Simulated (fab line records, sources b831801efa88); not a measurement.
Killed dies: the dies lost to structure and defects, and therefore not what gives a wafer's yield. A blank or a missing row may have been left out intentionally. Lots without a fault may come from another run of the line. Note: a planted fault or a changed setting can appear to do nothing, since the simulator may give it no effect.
Which tool is to blame? ; flow gf180mcu ; 7 lots with 21 wafers sampled at 2 steps, on a route of 602 steps

## WHAT EACH GAUGE READ, for each wafer
GF_MVSD_OVL_MEAS_07.
lot;measured;on;MVSD_OVL (nm)
L619;day 4 17:28;overlay-02;-1.7 -2.8 -1.1
L622;day 5 10:46;overlay-02;-0.1 -0.4 -0.5
L625;day 6 04:54;overlay-01;1.9 0.0 0.9
L627;day 6 14:19;overlay-02;-1.1 0.0 -0.6
L638;day 9 03:52;overlay-01;-2.4 -1.9 -1.6
L640;day 9 16:13;overlay-01;-2.7 -3.6 -2.9

## TOOL THAT RAN EACH LOT (tool first, then ch and the chambers of the sampled wafers, then the start)
lot;GF_STI_OXIDATION_21
L619;furnace-01 ch 0, day 2 08:35
L622;furnace-01 ch 0, day 2 23:20
L625;furnace-01 ch 0, day 3 14:58
L627;furnace-02 ch 0, day 4 00:56
L635;furnace-02, day 5 18:51
L638;furnace-01 ch 0, day 6 08:56
L640;furnace-01 ch 0, day 6 19:27
- GF_STI_OXIDATION_21: stabilise 600 s, purge 300 s, target thk 15 nm.

## THE ANSWER, worked out from the rows above alone
Rule: usual is defined by the lots themselves. The widest of any qualifying gaps counts: lots, ordered by their means at a reading, are off when they make up no more than a third of the lots, leave a main group of 4 or more, and stand apart from it by 3 or more times the standard deviation of that group's means. If all means in a main group match to the digits the tables above print for the reading, that group is not used. Also off: a lot with no number at a reading for which 4 or more lots have one. All remaining lots with rows at the step are treated as sound.
Nothing can be told from this: no lot is off at any reading shown.

## WHAT WAS PUT IN BY THE SIMULATOR
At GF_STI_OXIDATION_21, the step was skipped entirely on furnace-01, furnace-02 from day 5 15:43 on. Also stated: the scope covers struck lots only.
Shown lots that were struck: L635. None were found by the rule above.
